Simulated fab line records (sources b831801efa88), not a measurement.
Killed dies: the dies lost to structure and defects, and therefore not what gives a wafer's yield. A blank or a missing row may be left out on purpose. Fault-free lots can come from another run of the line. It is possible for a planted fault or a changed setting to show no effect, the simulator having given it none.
fab line records | flow sky130
record: lots: 13 | wafers: 39 | lastDay: 50
route steps=708 shown VIA1@470 VIA3@593 CAP2M@615 PAD_OPEN@708
lots with no fault: from the same line, run without faults
startH: hours from the record's first day to the start of the lot's first wafer shown | waitH: time in hours since the lot's previous step | " same as the row above | L1.1+2: a row that stands for several wafers | - no value present, or no start provided | * or withheld: withheld | < > ~ a bound
route shown NAME@n: a module of which the file shows steps, and the number in the route of the first | usual: the fault-free wafers' mean and standard deviation | same: alike in all rows | chamber/n: place in a boat | sites: the reading at each site | _std_site: how widely they spread, as a standard deviation | _edge_site: mean of outer sites minus mean of inner sites | radiusMm: how far each site lies from the wafer's centre | mask NAME#n: copy n | behind: the tool/chamber that last shaped the wafer | hold: the reason the lot was held/the length of the hold in hours/how it ended | device: transistor that didn't switch, given as n, p or np | end of line: the same wafers' tests at the end of the route | a step given without rows: its recipe and nothing more | killed: dies that structure and defects cost at the first sort, which is not the same as the wafer's yield | map: shows each die of a wafer: x if killed, . if not, _ if none is there
set.NAME: the setting as run; set.NAME@STEP: as run at that earlier step | model.NAME: the simulator's own value behind a step, which no gauge read
one table for each step of the route and one row for each wafer, over a sample of lots
services: the hour from which a tool's chamber was out of use, counted from the record's first day as startH (under 0 if before that day), plus the number of hours and why
== steps ==
step: SKY_VIA1_CD_MEAS_12
recipe: targetCdNm: 150
usual: cdNm: 149.5/1.4
lot.wafer | tool     | chamber | startH | waitH | cdNm
L852.2    | cdSem-02 | -       | 791.86 | -     | 149.0
L852.5    | "        | -       | "      | "     | 150.2
L852.6    | "        | -       | "      | "     | 150.9
L853.3    | cdSem-01 | -       | 808.64 | -     | 151.0
L853.5    | "        | -       | "      | "     | 152.8
L853.6    | "        | -       | "      | "     | 150.7
L854.2    | cdSem-02 | -       | 812.07 | -     | 150.0
L854.3    | "        | -       | "      | "     | 151.1
L854.5    | "        | -       | "      | "     | 149.3
L856.2    | cdSem-01 | -       | 822.74 | -     | 150.3
L856.4    | "        | -       | "      | "     | 150.0
L856.6    | "        | -       | "      | "     | 149.2
L857.1    | cdSem-01 | -       | 834.37 | -     | 148.5
L857.3    | "        | -       | "      | "     | 149.6
L857.6    | "        | -       | "      | "     | 148.4
L860.1    | cdSem-01 | -       | 852.69 | -     | 148.9
L860.5    | "        | -       | "      | "     | 147.1
L860.6    | "        | -       | "      | "     | 148.2
L863.1    | cdSem-01 | -       | 876.32 | -     | 149.4
L863.3    | "        | -       | "      | "     | 148.1
L863.4    | "        | -       | "      | "     | 148.4
L864.3    | cdSem-01 | -       | 892.11 | -     | 151.5
L864.5    | "        | -       | "      | "     | 151.5
L864.6    | "        | -       | "      | "     | 151.1
L869.2    | cdSem-02 | -       | 922.84 | -     | 151.2
L869.3    | "        | -       | "      | "     | 151.3
L869.5    | "        | -       | "      | "     | 151.4
L870.1    | cdSem-01 | -       | 928.41 | -     | 147.4
L870.3    | "        | -       | "      | "     | 148.2
L870.5    | "        | -       | "      | "     | 148.1
L871.3    | cdSem-02 | -       | 940.16 | -     | 148.6
L871.4    | "        | -       | "      | "     | 149.5
L871.6    | "        | -       | "      | "     | 148.8
L872.1    | cdSem-01 | -       | 945.61 | -     | 146.4
L872.5    | "        | -       | "      | "     | 148.0
L872.6    | "        | -       | "      | "     | 146.9
L875.3    | cdSem-02 | -       | 959.76 | -     | 150.2
L875.5    | "        | -       | "      | "     | 149.8
L875.6    | "        | -       | "      | "     | 151.0
step: SKY_VIA3_SPUTTER_20
recipe: material: TiN | targetThkNm: 20 | chamberPressurePa: 5 | powerW: 4000 | timeS: 80
usual: cathodeDcPowerW: 3999.9/0.67 | throttleValvePct: 29.7/0.95
lot.wafer | tool          | chamber | startH  | waitH | cathodeDcPowerW | throttleValvePct
L852.2    | pvdSputter-04 | -       | 929.74  | 0.0   | 3998.1          | 29.6
L852.5    | "             | -       | "       | "     | 3999.4          | 29.6
L852.6    | "             | -       | "       | "     | 3999.4          | 30.7
L853.3    | pvdSputter-02 | -       | 944.44  | 0.0   | 3998.5          | 30.4
L853.5    | "             | -       | "       | "     | 3998.5          | 30.3
L853.6    | "             | -       | "       | "     | 4000.0          | 27.7
L854.2    | pvdSputter-01 | -       | 948.16  | 0.0   | 4001.0          | 28.3
L854.3    | "             | -       | "       | "     | 4000.5          | 30.0
L854.5    | "             | -       | "       | "     | 3999.3          | 28.4
L856.2    | pvdSputter-02 | -       | 956.89  | 0.0   | 3999.9          | 30.4
L856.4    | "             | -       | "       | "     | 4000.0          | 30.5
L856.6    | "             | -       | "       | "     | 3999.8          | 30.5
L857.1    | pvdSputter-04 | -       | 968.17  | 0.0   | 3999.7          | 30.7
L857.3    | "             | -       | "       | "     | 4000.2          | 30.7
L857.6    | "             | -       | "       | "     | 3999.5          | 30.6
L860.1    | pvdSputter-04 | -       | 983.94  | 0.0   | 4000.1          | 29.4
L860.5    | "             | -       | "       | "     | 4001.2          | 30.5
L860.6    | "             | -       | "       | "     | 4001.2          | 30.4
L863.1    | pvdSputter-04 | -       | 1008.39 | 0.0   | 3999.3          | 29.8
L863.3    | "             | -       | "       | "     | 4001.2          | 31.0
L863.4    | "             | -       | "       | "     | 3999.9          | 30.6
L864.3    | pvdSputter-02 | -       | 1021.60 | 0.0   | 3999.3          | 30.5
L864.5    | "             | -       | "       | "     | 4000.5          | 27.8
L864.6    | "             | -       | "       | "     | 4000.1          | 30.3
L869.2    | pvdSputter-02 | -       | 1050.64 | 0.0   | 4260.2          | 28.4
L869.3    | "             | -       | "       | "     | 4259.8          | 30.3
L869.5    | "             | -       | "       | "     | 4260.1          | 30.1
L870.1    | pvdSputter-02 | -       | 1054.25 | 0.0   | 4260.2          | 27.8
L870.3    | "             | -       | "       | "     | 4258.3          | 28.2
L870.5    | "             | -       | "       | "     | 4259.8          | 30.8
L871.3    | pvdSputter-01 | -       | 1064.26 | 0.0   | 4000.3          | 29.6
L871.4    | "             | -       | "       | "     | 4000.0          | 28.2
L871.6    | "             | -       | "       | "     | 4000.2          | 30.0
L872.1    | pvdSputter-02 | -       | 1069.16 | 0.0   | 4259.4          | 30.3
L872.5    | "             | -       | "       | "     | 4259.9          | 30.5
L872.6    | "             | -       | "       | "     | 4261.2          | 28.3
L875.3    | pvdSputter-01 | -       | 1081.56 | 0.0   | 4000.3          | 29.8
L875.5    | "             | -       | "       | "     | 3999.3          | 28.0
L875.6    | "             | -       | "       | "     | 4000.2          | 30.2
step: SKY_VIA3_RS_MEAS_22
recipe: thkMeasGauge: four-point-probe | reads: W_of_VIA3_CVD_21+TiN_of_VIA3_SPUTTER_20
usual: VIA3_W_RS: 0.292/0.0066
lot.wafer | tool         | chamber | startH  | waitH | VIA3_W_RS[ohm/sq]
L852.2    | filmMetro-01 | -       | 929.94  | 0.1   | 0.283
L852.5    | "            | -       | "       | "     | 0.299
L852.6    | "            | -       | "       | "     | 0.286
L853.3    | filmMetro-04 | -       | 944.67  | 0.1   | 0.282
L853.5    | "            | -       | "       | "     | 0.296
L853.6    | "            | -       | "       | "     | 0.285
L854.2    | filmMetro-02 | -       | 948.36  | 0.1   | 0.295
L854.3    | "            | -       | "       | "     | 0.285
L854.5    | "            | -       | "       | "     | 0.286
L856.2    | filmMetro-02 | -       | 957.10  | 0.1   | 0.297
L856.4    | "            | -       | "       | "     | 0.303
L856.6    | "            | -       | "       | "     | 0.286
L857.1    | filmMetro-01 | -       | 968.36  | 0.1   | 0.286
L857.3    | "            | -       | "       | "     | 0.287
L857.6    | "            | -       | "       | "     | 0.300
L860.1    | filmMetro-04 | -       | 984.13  | 0.1   | 0.297
L860.5    | "            | -       | "       | "     | 0.285
L860.6    | "            | -       | "       | "     | 0.300
L863.1    | filmMetro-04 | -       | 1008.57 | 0.1   | 0.301
L863.3    | "            | -       | "       | "     | 0.298
L863.4    | "            | -       | "       | "     | 0.288
L864.3    | filmMetro-04 | -       | 1021.82 | 0.1   | 0.283
L864.5    | "            | -       | "       | "     | 0.281
L864.6    | "            | -       | "       | "     | 0.300
L869.2    | filmMetro-02 | -       | 1050.84 | 0.1   | 0.302
L869.3    | "            | -       | "       | "     | 0.285
L869.5    | "            | -       | "       | "     | 0.286
L870.1    | filmMetro-01 | -       | 1054.43 | 0.1   | 0.281
L870.3    | "            | -       | "       | "     | 0.295
L870.5    | "            | -       | "       | "     | 0.281
L871.3    | filmMetro-04 | -       | 1064.48 | 0.1   | 0.282
L871.4    | "            | -       | "       | "     | 0.297
L871.6    | "            | -       | "       | "     | 0.295
L872.1    | filmMetro-02 | -       | 1069.34 | 0.1   | 0.286
L872.5    | "            | -       | "       | "     | 0.300
L872.6    | "            | -       | "       | "     | 0.284
L875.3    | filmMetro-04 | -       | 1081.78 | 0.1   | 0.287
L875.5    | "            | -       | "       | "     | 0.287
L875.6    | "            | -       | "       | "     | 0.297
step: SKY_CAP2M_OVL_MEAS_12
usual: CAP2M_OVL: -1.5/1.2
lot.wafer | tool       | chamber | startH  | waitH | CAP2M_OVL[nm]
L852.2    | overlay-02 | -       | 954.53  | 0.1   | -2.0
L852.5    | "          | -       | "       | "     | -3.2
L852.6    | "          | -       | "       | "     | -0.9
L853.3    | overlay-02 | -       | 970.07  | 0.1   | -2.8
L853.5    | "          | -       | "       | "     | -1.2
L853.6    | "          | -       | "       | "     | -3.2
L854.2    | overlay-02 | -       | 973.86  | 0.1   | -0.3
L854.3    | "          | -       | "       | "     | 0.1
L854.5    | "          | -       | "       | "     | -0.7
L856.2    | overlay-02 | -       | 982.68  | 0.1   | -0.4
L856.4    | "          | -       | "       | "     | 0.0
L856.6    | "          | -       | "       | "     | -2.2
L857.1    | overlay-01 | -       | 992.87  | 0.1   | -1.3
L857.3    | "          | -       | "       | "     | -1.3
L857.6    | "          | -       | "       | "     | -1.5
L860.1    | overlay-02 | -       | 1008.24 | 0.1   | -0.6
L860.5    | "          | -       | "       | "     | -2.0
L860.6    | "          | -       | "       | "     | -0.9
L863.1    | overlay-01 | -       | 1032.19 | 0.1   | -3.3
L863.3    | "          | -       | "       | "     | -1.1
L863.4    | "          | -       | "       | "     | 1.1
L864.3    | overlay-02 | -       | 1044.69 | 0.1   | -0.1
L864.5    | "          | -       | "       | "     | 0.1
L864.6    | "          | -       | "       | "     | -1.7
L869.2    | overlay-02 | -       | 1072.90 | 0.1   | -0.3
L869.3    | "          | -       | "       | "     | 0.9
L869.5    | "          | -       | "       | "     | -1.4
L870.1    | overlay-02 | -       | 1076.59 | 0.1   | -0.6
L870.3    | "          | -       | "       | "     | -0.9
L870.5    | "          | -       | "       | "     | -3.1
L871.3    | overlay-01 | -       | 1085.86 | 0.1   | -2.9
L871.4    | "          | -       | "       | "     | -0.5
L871.6    | "          | -       | "       | "     | 0.2
L872.1    | overlay-02 | -       | 1090.97 | 0.1   | -1.4
L872.5    | "          | -       | "       | "     | -1.0
L872.6    | "          | -       | "       | "     | -3.0
L875.3    | overlay-02 | -       | 1103.21 | 0.1   | -3.4
L875.5    | "          | -       | "       | "     | -3.0
L875.6    | "          | -       | "       | "     | -2.4
step: SKY_PAD_OPEN_PROBE_99
usual: defectLimitedYield: 82.5/1.9 | killed_at_M0_to_M3: 43/7.6 | killed_at_M4_up: 2.9/1.7 | killedAtContacts: 24/5.5 | killedAtFrontEnd: 15/4.2 | killedAtOther: 0.3/0.52 | killedDies: 86/9.4 | killedOpen: 47/7 | killedShort: 39/6.4 | sort_bin_3_pad_short: 0.9/0.4 | sort_bin_5_function: 10.3/1.6 | sort_bin_6_memory: 6.2/1.1 | sortNPass: 406/9.4 | sortYieldPct: 82.5/1.9
same: grossDies: 492 | killedAtBackSide: 0 | sort_bin_4_leakage[%]: 0 | sort_bin_8_speed[%]: 0
lot.wafer | tool      | chamber | startH  | waitH | defectLimitedYield[%] | killed_at_M0_to_M3 | killed_at_M4_up | killedAtContacts | killedAtFrontEnd | killedAtOther | killedDies | killedOpen | killedShort | sort_bin_3_pad_short[%] | sort_bin_5_function[%] | sort_bin_6_memory[%] | sortNPass | sortYieldPct[%]
L857.1    | prober-01 | -       | 1108.65 | 0.1   | 80.9                  | 54                 | 2               | 22               | 16               | 0             | 94         | 51         | 43          | 1.4                     | 11.4                   | 6.3                  | 398       | 80.9
L857.3    | prober-01 | -       | 1108.75 | 0.2   | 81.7                  | 43                 | 3               | 23               | 21               | 0             | 90         | 56         | 34          | 1.4                     | 12.2                   | 4.7                  | 402       | 81.7
L857.6    | prober-01 | -       | 1108.90 | 0.2   | 81.1                  | 43                 | 6               | 24               | 20               | 0             | 93         | 45         | 48          | 1.0                     | 12.4                   | 5.5                  | 399       | 81.1
L869.2    | prober-01 | -       | 1176.93 | 0.1   | 86.6                  | 35                 | 2               | 21               | 8                | 0             | 66         | 45         | 21          | 0.4                     | 7.1                    | 5.9                  | 426       | 86.6
L869.3    | prober-01 | -       | 1176.98 | 0.2   | 83.7                  | 41                 | 1               | 26               | 12               | 0             | 80         | 46         | 34          | 0.6                     | 11.4                   | 4.3                  | 412       | 83.7
L869.5    | prober-01 | -       | 1177.08 | 0.2   | 83.5                  | 43                 | 2               | 17               | 19               | 0             | 81         | 48         | 33          | 0.6                     | 9.1                    | 6.7                  | 411       | 83.5
killed by level:class
L857.1 VIA1:geometricParticle:open=13 VIA2:geometricParticle:open=7 LI_CONTACT:geometricParticle:open=6 CONTACT:geometricParticle:open=6 METAL1:geometricParticle:short=6 VIA1:geometricParticle:short=5 VIA3:geometricParticle:open=5 POLY_GATE:geometricParticle:open=4
L857.3 VIA2:geometricParticle:open=10 CONTACT:geometricParticle:open=8 VIA1:geometricParticle:open=8 POLY_GATE:geometricParticle:open=7 LI_CONTACT:geometricParticle:open=7 FIELD_ISO:geometricParticle:short=6 VIA3:geometricParticle:open=6 FIELD_ISO:geometricParticle:open=4
L857.6 CONTACT:geometricParticle:short=8 CONTACT:geometricParticle:open=8 VIA3:geometricParticle:open=8 POLY_GATE:geometricParticle:open=7 METAL3:geometricParticle:short=6 FIELD_ISO:geometricParticle:short=5 VIA2:geometricParticle:open=5 VIA1:geometricParticle:open=5
L869.2 VIA1:geometricParticle:open=9 CONTACT:geometricParticle:open=8 LI_CONTACT:geometricParticle:open=7 VIA2:geometricParticle:open=7 VIA1:geometricParticle:short=5 LOCAL_INTERCONNECT:geometricParticle:short=4 VIA3:geometricParticle:open=4 FIELD_ISO:geometricParticle:short=2
L869.3 VIA1:geometricParticle:open=9 CONTACT:geometricParticle:open=8 LOCAL_INTERCONNECT:geometricParticle:short=6 POLY_GATE:geometricParticle:open=5 LI_CONTACT:geometricParticle:open=5 CONTACT:geometricParticle:short=5 VIA2:geometricParticle:open=5 VIA1:geometricParticle:short=5
L869.5 VIA1:geometricParticle:open=11 FIELD_ISO:geometricParticle:short=8 VIA3:geometricParticle:open=8 CONTACT:geometricParticle:open=7 VIA1:geometricParticle:short=7 VIA2:geometricParticle:open=6 LI_CONTACT:geometricParticle:open=4 METAL1:geometricParticle:short=4
== services ==
tool          | chamber | startH  | hours | kind
pvdSputter-01 | -       | 938.20  | 8.3   | repair
pvdSputter-02 | -       | 948.84  | 3.7   | repair
pvdSputter-02 | -       | 977.74  | 13.3  | repair
pvdSputter-02 | -       | 984.20  | 0.8   | repair
pvdSputter-01 | -       | 989.62  | 0.8   | repair
pvdSputter-02 | -       | 1009.75 | 8.4   | repair
pvdSputter-01 | -       | 1050.25 | 10.0  | repair
== key ==
firstSign: step: SKY_VIA3_SPUTTER_20 | reading: cathodeDcPowerW | direction: up | sigmas: 99+ | usual: 3999.9 | struck: 4259.9
effect none on later readings
metAt SKY_VIA3_SPUTTER_20
struckLots L869,L870,L872
notActingAt SKY_VIA1_CD_MEAS_12,SKY_VIA3_RS_MEAS_22,SKY_CAP2M_OVL_MEAS_12
onsetBetween 1021.60 1050.64
fault: kind: processParameterDrift | tool: pvdSputter-02 | chamber: - | onsetH: 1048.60 | steps: SKY_VIA3_SPUTTER_20 | channel: powerW | offset: * | shape: step | endH: 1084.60 | actsIn: * | stated: *
